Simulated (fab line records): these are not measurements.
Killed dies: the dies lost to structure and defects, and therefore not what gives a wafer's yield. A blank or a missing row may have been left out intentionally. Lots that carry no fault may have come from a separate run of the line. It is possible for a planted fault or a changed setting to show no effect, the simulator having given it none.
A struck lot beside a sound one / flow sky130 / 16 out of 708 route steps
Sound: the wafers L734.1, L734.2, L734.5. The struck wafers were L746.1, L746.4, L746.6. At the end, the cause is stated.
Per side, at each step with rows, come the tool, then ch with its chambers, and then its first start. Under that, the readings that differ: sound wafers / struck wafers / difference of the means / sigmas: that difference in standard deviations of wafers without a fault.
alike: same words and numbers on both sides, and readings whose means sit less than 2 such deviations apart. not compared: any withheld reading, any reading some wafer has no value for, any bound like >300 that may hide the same value, and any number with overlapping values for which the record gives no deviation.
The two part at a step that has a row with sigmas, a row that says differs or no value, or rows on one side only. When numbers do not overlap yet have no deviation, they are printed without sigmas and do not part them. A reading missing from all wafers of one side parts the sides only when that side holds two or more wafers.

first, 2 steps without rows for these wafers: SKY_VT_ADJUST_PCH_PEB_05; SKY_VT_ADJUST_PCH_DEVELOP_06 (develop time 60 s).
SKY_VT_ADJUST_PCH_OVL_MEAS_07:
  sound: overlay-01 at day 11 00:51; struck: overlay-01 at day 14 17:53
  alike: VT_ADJUST_PCH_OVL
then, 1 step without rows for these wafers: SKY_VT_ADJUST_PCH_IMPLANT_08.
SKY_VT_ADJUST_PCH_STRIP_09: strips in O2/N2.
  sound on plasma_asher-03 ch 0,1, day 11 01:02; struck on plasma_asher-03 ch 0,1, day 14 18:04
  alike: drypump_motor_current_A, n2_flow_sccm, oes_product_au, strip_time_to_endpoint_s
  not compared: rf_hours_counter_h
SKY_VT_ADJUST_PCH_TW_MEAS_10:
  sound: film_metro-04 at day 11 01:08; struck: film_metro-04 at day 14 18:10
  alike: VT_ADJUST_PCH_TW
then, 6 steps without rows for these wafers: SKY_SONOS_TUNNEL_DEHYDRATE_00 (time 60 s); SKY_SONOS_TUNNEL_HMDS_01 (prime time 60 s); SKY_SONOS_TUNNEL_COAT_02 (resist thk 1140 nm); SKY_SONOS_TUNNEL_SOFTBAKE_03 (time 60 s); SKY_SONOS_TUNNEL_EXPOSE_04 (exposes mask TUNM, target cd 410 nm); SKY_SONOS_TUNNEL_PEB_05.
SKY_SONOS_TUNNEL_DEVELOP_06: develop time 60 s.
  sound on litho_track-03 ch 0, day 12 00:47; struck on litho_track-02 ch 0, day 15 20:02
reading=developer_temp_C (C); sound=23.13 23.22 23.06; struck=20.63 20.64 20.68; difference=-2.49; sigmas=-26
SKY_SONOS_TUNNEL_CD_MEAS_07: the cd target is 410 nm.
  sound: cd_sem-01 at day 12 00:56; struck: cd_sem-01 at day 15 20:11
reading=cd_nm (nm); sound=409.4 409.0 409.8; struck=416.2 418.3 415.7; difference=+7.3; sigmas=+3
SKY_SONOS_TUNNEL_OVL_MEAS_08:
  sound: overlay-01 at day 12 01:03; struck: overlay-01 at day 15 20:19
  alike: SONOS_TUNNEL_OVL
SKY_PAD_OPEN_PROBE_99:
  rows exist in the record for the sound wafers here (prober-02, day 46 08:23), none for the struck ones

## WHERE THEY PART
At SKY_SONOS_TUNNEL_DEVELOP_06 first; at SKY_PAD_OPEN_PROBE_99 last (within this record only).

WHY: what the simulator had put in
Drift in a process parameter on litho_track-02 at SKY_SONOS_TUNNEL_DEVELOP_06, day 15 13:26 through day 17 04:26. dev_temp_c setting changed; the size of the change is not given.
